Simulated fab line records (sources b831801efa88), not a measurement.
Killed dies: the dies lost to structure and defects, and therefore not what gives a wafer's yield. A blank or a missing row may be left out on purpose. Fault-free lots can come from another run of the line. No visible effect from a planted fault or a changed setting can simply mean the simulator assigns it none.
Matching of chambers    flow gf180mcu    GF_V2_ETCH_16 on rie-diel-02 has 4 sister chambers
The step etches BARC in N2/H2. 22 wafers are shown with their chamber, then 11 later ones without.

## WAFERS WITH THEIR CHAMBER
wafer   chamber  drypump-motor-current-A (A)  throttle-valve-pct (%)  oes-product-au (a.u.)
L075.1  2        5.9                          13.219                  0.866
L075.5  0        5.3                          13.212                  0.866
L075.6  3        5.3                          13.227                  0.861
L076.1  0        5.3                          13.219                  0.847
L076.4  2        5.9                          13.210                  0.857
L076.6  0        5.3                          13.221                  0.852
L078.1  0        5.3                          13.225                  0.855
L078.4  1        5.6                          13.207                  0.861
L078.5  1        5.7                          13.228                  0.851
L080.1  2        5.8                          13.223                  0.855
L080.4  0        5.3                          13.228                  0.861
L080.5  3        5.3                          13.217                  0.851
L083.1  1        5.7                          13.239                  0.855
L083.5  3        5.3                          13.232                  0.853
L083.6  2        5.9                          13.233                  0.858
L084.2  1        5.7                          13.212                  0.852
L084.4  2        5.9                          13.231                  0.852
L084.6  0        5.3                          13.226                  0.858
L086.3  1        5.7                          13.226                  0.846
L086.5  3        5.3                          13.231                  0.859
L086.6  1        5.7                          13.235                  0.856
L092.1  1        5.7                          13.231                  0.859

SIGNATURES (averages over the wafers above)
reading                  chamber 0  chamber 1  chamber 2  chamber 3  scatter within a chamber
drypump-motor-current-A  5.300      5.686      5.880      5.300      0.0303
throttle-valve-pct       13.22183   13.22543   13.22320   13.22675   0.00911
oes-product-au           0.85650    0.85429    0.85760    0.85600    0.00557
Rule: for each reading, subtract the chamber's mean from the wafer's reading, divide by that reading's scatter and square the result; add these up over the readings and take the root, which gives the wafer's distance from the chamber. The wafer belongs to the nearest chamber; if the next one is less than 2 further off, it can't be placed. The scatter: the root of (the sum of the squares of (reading less its chamber's mean) over the shown wafers, divided by (wafers less chambers)).

## WAFERS MISSING THEIR CHAMBER
wafer   drypump-motor-current-A (A)  throttle-valve-pct (%)  oes-product-au (a.u.)
L092.5  5.7                          13.225                  0.852
L092.6  5.9                          13.234                  0.853
L093.2  5.9                          13.212                  0.853
L093.4  5.3                          13.249                  0.862
L093.5  5.3                          13.231                  0.847
L096.1  5.9                          13.214                  0.854
L096.4  5.2                          13.225                  0.862
L096.5  5.3                          13.236                  0.850
L097.1  5.3                          13.230                  0.850
L097.2  5.7                          13.197                  0.850
L097.5  5.3                          13.225                  0.854

## EACH ONE'S CHAMBER
wafer   from the rows above      in truth
L092.5  1                        1
L092.6  2                        2
L093.2  2                        2
L093.4  can't be placed: 3 or 0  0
L093.5  can't be placed: 3 or 0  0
L096.1  2                        2
L096.4  can't be placed: 0 or 3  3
L096.5  can't be placed: 3 or 0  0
L097.1  can't be placed: 3 or 0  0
L097.2  1                        1
L097.5  can't be placed: 3 or 0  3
Placed correctly: 5 of 11. Not placeable from these rows: 6 (in 6, the candidates include the true chamber). Number placed wrongly: 0.
